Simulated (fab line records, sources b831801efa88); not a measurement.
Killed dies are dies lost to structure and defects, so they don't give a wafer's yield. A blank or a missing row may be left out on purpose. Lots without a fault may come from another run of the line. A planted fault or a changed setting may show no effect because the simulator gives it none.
Which tool did it? | flow gf180mcu | 14 lots, 42 wafers sampled, at 4 steps of a route of 602

WHAT THE GAUGES READ, wafer by wafer
GF_MVSD_OVL_MEAS_07.
lot  | measured    | on         | MVSD_OVL (nm)
L618 | day 4 11:16 | overlay-02 | -2.6 -3.0 -1.4
L619 | day 4 17:28 | overlay-02 | -1.7 -2.8 -1.1
L620 | day 4 22:04 | overlay-01 | 0.9 -0.2 0.7
L622 | day 5 10:46 | overlay-02 | -0.1 -0.4 -0.5
L623 | day 5 15:13 | overlay-01 | -3.0 -2.5 -4.6
L625 | day 6 04:54 | overlay-01 | 1.9 0.0 0.9
L626 | day 6 09:49 | overlay-02 | 0.5 0.6 0.5
L627 | day 6 14:19 | overlay-02 | -1.1 0.0 -0.6
L629 | day 7 02:01 | overlay-01 | -0.9 -1.8 -0.8
L638 | day 9 03:52 | overlay-01 | -2.4 -1.9 -1.6
L639 | day 9 10:12 | overlay-01 | -3.0 -1.3 -4.2
L640 | day 9 16:13 | overlay-01 | -2.7 -3.6 -2.9

GF_VT_IMPLANT_TW_MEAS_10.
lot  | measured     | on            | VT_IMPLANT_TW
L618 | day 5 16:37  | film_metro-04 | 560 561 558
L619 | day 5 22:27  | film_metro-04 | 560 558 561
L620 | day 6 03:56  | film_metro-04 | 563 562 560
L622 | day 6 17:16  | film_metro-02 | 570 568 572
L623 | day 6 22:15  | film_metro-04 | 561 563 561
L625 | day 7 13:00  | film_metro-01 | 565 568 564
L626 | day 7 17:45  | film_metro-02 | 569 568 570
L627 | day 7 21:41  | film_metro-01 | 567 566 567
L629 | day 8 09:17  | film_metro-01 | 570 564 565
L638 | day 10 15:33 | film_metro-04 | 564 561 565
L639 | day 10 22:53 | film_metro-04 | 563 565 560
L640 | day 11 05:33 | film_metro-01 | 565 566 567

GF_POLY_GATE_OVL_MEAS_11.
lot  | measured     | on         | POLY_GATE_OVL (nm)
L618 | day 9 06:05  | overlay-02 | 2 6 6
L619 | day 9 13:14  | overlay-02 | -2 -1 3
L620 | day 9 18:17  | overlay-02 | 7 4 3
L622 | day 10 09:32 | overlay-02 | 1 -1 1
L623 | day 10 17:14 | overlay-02 | 4 8 4
L625 | day 11 08:58 | overlay-01 | -2 -7 -5
L626 | day 11 14:25 | overlay-01 | 7 9 7
L627 | day 11 18:55 | overlay-02 | 5 2 6
L629 | day 12 08:17 | overlay-01 | -5 4 5
L638 | day 15 02:14 | overlay-02 | -3 -2 -2
L639 | day 15 10:01 | overlay-02 | 1 -1 -1
L640 | day 15 17:23 | overlay-01 | -1 0 -4

WHICH TOOL RAN EACH LOT (tool, then ch and the chambers of the sampled wafers, then the start)
lot  | GF_STI_OXIDATION_21
L618 | furnace-02 ch 0, day 2 03:14
L619 | furnace-01 ch 0, day 2 08:35
L620 | furnace-01 ch 0, day 2 12:12
L622 | furnace-01 ch 0, day 2 23:20
L623 | furnace-02 ch 0, day 3 04:54
L625 | furnace-01 ch 0, day 3 14:58
L626 | furnace-02 ch 0, day 3 20:25
L627 | furnace-02 ch 0, day 4 00:56
L629 | furnace-02 ch 0, day 4 10:46
L635 | furnace-02, day 5 18:51
L636 | furnace-01, day 5 22:45
L638 | furnace-01 ch 0, day 6 08:56
L639 | furnace-01 ch 0, day 6 14:05
L640 | furnace-01 ch 0, day 6 19:27
- GF_STI_OXIDATION_21: stabilise 600 s, purge 300 s, target thk 15 nm.

WHAT THE TOOLS THEMSELVES READ (means of the sampled wafers that have a number; where no wafer has one, the mark that the record gives instead)
GF_STI_OXIDATION_21.
lot  | tool       | ox_temp_c (C) | ox_temp_c_max
L618 | furnace-02 | 999.6         | 1003.4
L619 | furnace-01 | 999.7         | 1002.8
L620 | furnace-01 | 999.5         | 1002.8
L622 | furnace-01 | 1000.6        | 1003.4
L623 | furnace-02 | 1000.1        | 1005.0
L625 | furnace-01 | 1000.4        | 1003.2
L626 | furnace-02 | 1000.3        | 1004.1
L627 | furnace-02 | 999.4         | 1003.7
L629 | furnace-02 | 1000.6        | 1004.5
L635 | furnace-02 | -             | -
L636 | furnace-01 | -             | -
L638 | furnace-01 | 1000.2        | 1003.0
L639 | furnace-01 | 999.9         | 1003.1
L640 | furnace-01 | 999.8         | 1002.8

THE ANSWER, worked out from the rows above alone
Rule: what is usual is taken from the lots themselves. Put in order of their means at a reading, lots are off if they are a third of the lots or fewer, leave a main group of 4 or more, and stand apart from it by a gap of 3 or more times the standard deviation of the main group's means; of several such gaps the widest counts. A main group whose means are all the same, to the digits that the tables above print for the reading, isn't used. A lot without any number at a reading at which 4 lots or more have one is off too. The other lots that the step has rows for count as sound. The gauges are gone through in route order, then the tools' own readings, and for those a lot's mean is taken as printed above. The first step at which some lot is off is used, and at that step the reading that is off furthest; a lot without a number counts as furthest.
Off: L635, L636, at GF_STI_OXIDATION_21 (ox_temp_c). Without a number there: L635, L636. The main group: mean 1000.0 C, standard deviation 0.4.
A tool fits if, at that step or a process step before it, it ran every lot that is off, and no sound lot after the first of them. None of those tried fits.

WHAT THE SIMULATOR HAD PUT IN
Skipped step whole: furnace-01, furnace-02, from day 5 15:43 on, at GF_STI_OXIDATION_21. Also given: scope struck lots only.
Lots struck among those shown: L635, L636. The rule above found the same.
